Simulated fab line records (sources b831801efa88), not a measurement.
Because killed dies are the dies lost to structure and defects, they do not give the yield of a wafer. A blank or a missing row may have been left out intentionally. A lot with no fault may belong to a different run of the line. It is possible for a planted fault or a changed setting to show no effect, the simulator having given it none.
The same fault as seen by 2 desks + flow sky130 + each desk has only its own numbers; what lay behind them comes last

== METROLOGY DESK ==
What the gauges read for every lot (on any tool): the sampled wafers with a number, averaged. Any lot whose mean is over 4 standard deviations away from the usual mean is out of limits and marked OUT; that distance is given in the brackets.
Columns: A = GATE_OXIDE_TW at SKY_GATE_OXIDE_TW_MEAS_14, usual 224.0; B = VIA1_BOW at SKY_VIA1_BOW_MEAS_03, usual 80 um
| lot  | first seen here | A                | B  |
|------|-----------------|------------------|----|
| L999 | day 13 22:02    | 223.7            | 81 |
| L105 | day 16 11:34    | 214.7 (-6.7) OUT | 78 |
| L107 | day 16 23:57    | 214.1 (-7.0) OUT | 83 |
| L108 | day 17 07:50    | 217.7 (-4.5) OUT | 79 |
| L111 | day 18 09:29    | 224.5            | 74 |
| L115 | day 19 21:44    | 224.9            | 86 |
| L116 | day 20 04:17    | 224.3            | 77 |
| L117 | day 20 15:35    | 224.0            | 90 |
| L118 | day 20 23:58    | 224.8            | 75 |
| L119 | day 21 03:02    | 221.7            | 73 |
| L120 | day 21 17:16    | 221.1            | 83 |
| L121 | day 21 21:16    | 224.7            | 81 |
This desk finds L105, L107, L108 out of limits, with the earliest case on L105 at day 16 11:34 (GATE_OXIDE_TW at SKY_GATE_OXIDE_TW_MEAS_14). L999, L111, L115, L116, L117, L118, L119, L120, L121 stayed within limits.

== THE TOOL OWNER'S DESK: implanter-02 ==
SKY_GATE_OXIDE_IMPLANT_11, tool's own readings: per-lot mean of the sampled wafers with a number, covering each lot this tool ran. Any lot whose mean is over 4 standard deviations away from the usual mean is out of limits and marked OUT; that distance is given in the brackets.
Columns: A = beam-energy-keV at SKY_GATE_OXIDE_IMPLANT_11, usual 9.9996; B = dose-ions-cm2 at SKY_GATE_OXIDE_IMPLANT_11, usual 2.599e+12; C = end-station-pressure-torr at SKY_GATE_OXIDE_IMPLANT_11, usual 5.03e-06 Torr
| lot  | first seen here | A                        | B         | C        |
|------|-----------------|--------------------------|-----------|----------|
| L105 | day 16 11:13    | 8.4633 (-99 or more) OUT | 2.598e+12 | 5.20e-06 |
| L107 | day 16 23:39    | 8.4680 (-99 or more) OUT | 2.601e+12 | 5.11e-06 |
| L108 | day 17 07:29    | 8.4664 (-99 or more) OUT | 2.597e+12 | 4.98e-06 |
| L116 | day 20 03:56    | 10.0043                  | 2.602e+12 | 5.00e-06 |
| L121 | day 21 20:55    | 10.0020                  | 2.604e+12 | 4.94e-06 |
This desk's verdict: out of limits on L105, L107, L108, starting with L105 at day 16 11:13 (beam-energy-keV at SKY_GATE_OXIDE_IMPLANT_11). L116, L121 stayed within limits.

== ALL TOGETHER ==
An alarm could have come from the tool owner's desk at day 16 11:13, on L105, L107, L108.
On L105, L107, L108, the metrology desk was in a position to raise an alarm at day 16 11:34.
All the named lots went through SKY_GATE_OXIDE_IMPLANT_11 on implanter-02.

== WHAT THE SIMULATOR HAD INSERTED ==
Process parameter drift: implanter-02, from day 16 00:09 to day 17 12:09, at SKY_GATE_OXIDE_IMPLANT_11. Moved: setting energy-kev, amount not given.
Lots struck among those shown: L105, L107, L108.
Delay (hours) between the fault's onset and each desk's first out-of-limits reading: 11 at the tool owner's desk, 11 at the metrology desk.
